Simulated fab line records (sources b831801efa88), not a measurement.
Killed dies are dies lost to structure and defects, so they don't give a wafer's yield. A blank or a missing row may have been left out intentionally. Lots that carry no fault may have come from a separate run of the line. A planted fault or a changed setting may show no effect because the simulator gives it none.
Which tool is to blame? -- flow gf180mcu -- 11 lots, 33 wafers sampled, at 7 steps of a route of 602

== WHAT THE GAUGES SHOWED, per wafer ==
GF_HV_LDD_TW_MEAS_11.
lot,measured,on,HV_LDD_TW
L288,day 10 02:37,film-metro-04,2419 2423 2434
L294,day 11 19:55,film-metro-02,2408 2388 2400
L295,day 12 00:18,film-metro-01,2382 2382 2386
L296,day 12 12:56,film-metro-01,2404 2396 2396
L298,day 13 02:52,film-metro-02,2377 2383 2386
L299,day 13 09:15,film-metro-01,2387 2399 2403
L300,day 13 21:56,film-metro-04,2429 2421 2423
L302,day 14 09:57,film-metro-02,2378 2379 2393
L303,day 14 15:06,film-metro-04,2420 2427 2429
L304,day 14 21:31,film-metro-04,2432 2436 2414
L310,day 16 18:34,film-metro-04,2434 2409 2444

GF_PSD_TW_MEAS_11.
lot,measured,on,PSD_TW
L288,day 14 06:49,film-metro-02,3139 3143 3143
L294,day 16 07:09,film-metro-03,3214 3221 3213
L295,day 16 12:11,film-metro-01,3149 3160 3136
L296,day 17 01:22,film-metro-03,3193 3203 3202
L298,day 17 17:57,film-metro-02,3129 3143 3129
L299,day 18 01:39,film-metro-01,3121 3134 3117
L300,day 18 16:18,film-metro-02,3165 3141 3166
L302,day 19 04:57,film-metro-01,3491 3471 3464
L303,day 19 13:36,film-metro-03,3558 3556 3567
L304,day 19 20:55,film-metro-03,3202 3213 3205
L310,day 21 20:46,film-metro-03,3180 3199 3205

GF_PSD_RS_MEAS_15: measurement is done with a four-point probe.
lot,measured,on,PSD_RS (ohm/sq)
L288,day 14 07:09,film-metro-03,107.98 107.71 107.80
L294,day 16 07:28,film-metro-02,108.72 108.62 108.81
L295,day 16 12:30,film-metro-01,108.44 108.65 108.63
L296,day 17 01:43,film-metro-02,108.74 108.92 108.73
L298,day 17 18:16,film-metro-01,108.50 108.60 108.62
L299,day 18 01:58,film-metro-01,109.14 109.18 109.38
L300,day 18 16:38,film-metro-03,108.73 108.58 108.87
L302,day 19 05:16,film-metro-01,99.36 99.16 99.07
L303,day 19 13:55,film-metro-03,98.83 98.96 98.81
L304,day 19 21:17,film-metro-01,108.56 108.60 108.24
L310,day 21 21:05,film-metro-02,108.46 108.37 108.39

GF_M1_CD_MEAS_14 targets a cd of 230 nm.
lot,measured,on,cd-nm (nm)
L288,day 17 03:14,cd-sem-01,228.6 227.8 228.8
L294,day 19 09:02,cd-sem-02,231.0 232.4 233.1
L295,day 19 13:08,cd-sem-02,228.9 228.6 230.3
L296,day 20 03:21,cd-sem-02,229.5 230.7 230.8
L298,day 20 22:09,cd-sem-02,228.1 230.0 228.8
L299,day 21 05:38,cd-sem-02,230.4 230.5 230.0
L300,day 21 20:41,cd-sem-02,231.7 230.7 230.8
L302,day 22 07:35,cd-sem-01,229.4 229.7 230.1
L303,day 22 17:23,cd-sem-01,231.2 230.5 231.4
L304,day 23 00:15,cd-sem-01,229.7 227.5 228.2
L310,day 24 20:49,cd-sem-01,228.8 228.1 228.1

GF_V1_THK_MEAS_03.
lot,measured,on,V1_CVD_02_THK (nm)
L288,day 17 04:16,film-metro-01,817 862 832
L294,day 19 10:05,film-metro-04,837 854 860
L295,day 19 14:25,film-metro-04,824 847 837
L296,day 20 04:20,film-metro-04,837 850 851
L298,day 20 23:12,film-metro-04,856 853 872
L299,day 21 06:40,film-metro-01,837 868 871
L300,day 21 21:46,film-metro-03,846 865 851
L302,day 22 08:41,film-metro-04,821 855 854
L303,day 22 18:25,film-metro-03,844 862 866
L304,day 23 01:16,film-metro-01,843 837 837
L310,day 24 21:50,film-metro-01,833 834 859

== EACH LOT AND THE TOOL THAT RAN IT (in order: tool; ch and the chambers of the sampled wafers; start) ==
lot,GF_PSD_IMPLANT_09,GF_PSD_STRIP_10
L288,"implanter-03 ch 0, day 14 06:36","plasma-asher-01 ch 0,1, day 14 06:44"
L294,"implanter-04 ch 0, day 16 06:54","plasma-asher-02 ch 0,1, day 16 07:03"
L295,"implanter-04 ch 0, day 16 11:56","plasma-asher-02 ch 0,1, day 16 12:05"
L296,"implanter-01 ch 0, day 17 01:10","plasma-asher-01 ch 0,1, day 17 01:16"
L298,"implanter-04 ch 0, day 17 17:42","plasma-asher-02 ch 1, day 17 17:51"
L299,"implanter-01 ch 0, day 18 01:24","plasma-asher-04 ch 0,1, day 18 01:33"
L300,"implanter-04 ch 0, day 18 16:05","plasma-asher-02 ch 0,1, day 18 16:13"
L302,"implanter-04 ch 0, day 19 04:42","plasma-asher-02 ch 0,1, day 19 04:51"
L303,"implanter-04 ch 0, day 19 13:21","plasma-asher-02 ch 0,1, day 19 13:30"
L304,"implanter-01 ch 0, day 19 20:40","plasma-asher-01 ch 0,1, day 19 20:48"
L310,"implanter-01 ch 0, day 21 20:31","plasma-asher-04 ch 0,1, day 21 20:39"
- GF_PSD_IMPLANT_09
- GF_PSD_STRIP_10: strips in O2/N2.

== WHAT THE TOOLS THEMSELVES READ (means of the sampled wafers that have a number; where no wafer has one, the mark that the record gives instead) ==
GF_PSD_IMPLANT_09.
lot,tool,beam-on-s (s),dose-ions-cm2,faraday-current-uA
L288,implanter-03,10.04,1.5014e+15,8224
L294,implanter-04,10.25,1.4998e+15,8004
L295,implanter-04,10.02,1.5005e+15,8230
L296,implanter-01,9.98,1.4999e+15,8248
L298,implanter-04,9.89,1.4994e+15,8324
L299,implanter-01,10.15,1.5006e+15,8138
L300,implanter-04,10.13,1.4985e+15,8138
L302,implanter-04,15.60,2.7360e+15,9653
L303,implanter-04,15.61,2.7361e+15,9627
L304,implanter-01,10.02,1.5005e+15,8235
L310,implanter-01,9.88,1.4981e+15,8341

GF_PSD_STRIP_10.
lot,tool,chamber-pressure-mTorr (mTorr),drypump-motor-current-A (A),heater-power-w (W),oes-product-au (a.u.),strip-time-to-endpoint-s (s)
L288,plasma-asher-01,1499.4,6.2,366,0.592,16.55
L294,plasma-asher-02,1500.4,5.5,371,0.598,16.48
L295,plasma-asher-02,1500.6,5.3,379,0.594,16.46
L296,plasma-asher-01,1500.0,6.0,361,0.593,16.51
L298,plasma-asher-02,1499.4,5.6,361,0.588,16.51
L299,plasma-asher-04,1500.8,5.7,328,0.590,16.51
L300,plasma-asher-02,1499.1,5.4,376,0.593,16.54
L302,plasma-asher-02,1501.2,5.4,378,0.551,18.54
L303,plasma-asher-02,1499.4,5.5,374,0.552,18.56
L304,plasma-asher-01,1499.5,6.0,368,0.589,16.57
L310,plasma-asher-04,1499.7,5.5,328,0.593,16.57

== THE ANSWER, worked out from the rows above alone ==
Rule: what is usual is taken from the lots themselves. Put in order of their means at a reading, lots are off if they are a third of the lots or fewer, leave a main group of 4 or more, and stand apart from it by a gap of 3 or more times the standard deviation of the main group's means; of several such gaps the widest counts. A main group whose means are all the same, to the digits that the tables above print for the reading, isn't used. Also off: a lot with no number at a reading for which 4 or more lots have one. Any other lot the step has rows for is counted as sound. First the gauges in route order, then the tools' own readings, where a lot's mean is used as printed above. At the first step where some lot is off, the reading lying furthest off is the one used; lots without a number count as furthest.
Off: at GF_PSD_TW_MEAS_11 (PSD_TW), L302, L303. The main group has a mean of 3169 with a standard deviation of 33.
If a tool, at a process step before that reading, ran all the lots that are off and no sound lot after the first of them, it fits. Not tried: the gauges at GF_PSD_TW_MEAS_11; whatever is off there is also off at GF_PSD_IMPLANT_09, on other tools, and gauge error can't account for it. 2 tools fit, implanter-04 at GF_PSD_IMPLANT_09 and plasma-asher-02 at GF_PSD_STRIP_10, so this cannot tell which one it is.

== WHAT HAD BEEN PUT IN BY THE SIMULATOR ==
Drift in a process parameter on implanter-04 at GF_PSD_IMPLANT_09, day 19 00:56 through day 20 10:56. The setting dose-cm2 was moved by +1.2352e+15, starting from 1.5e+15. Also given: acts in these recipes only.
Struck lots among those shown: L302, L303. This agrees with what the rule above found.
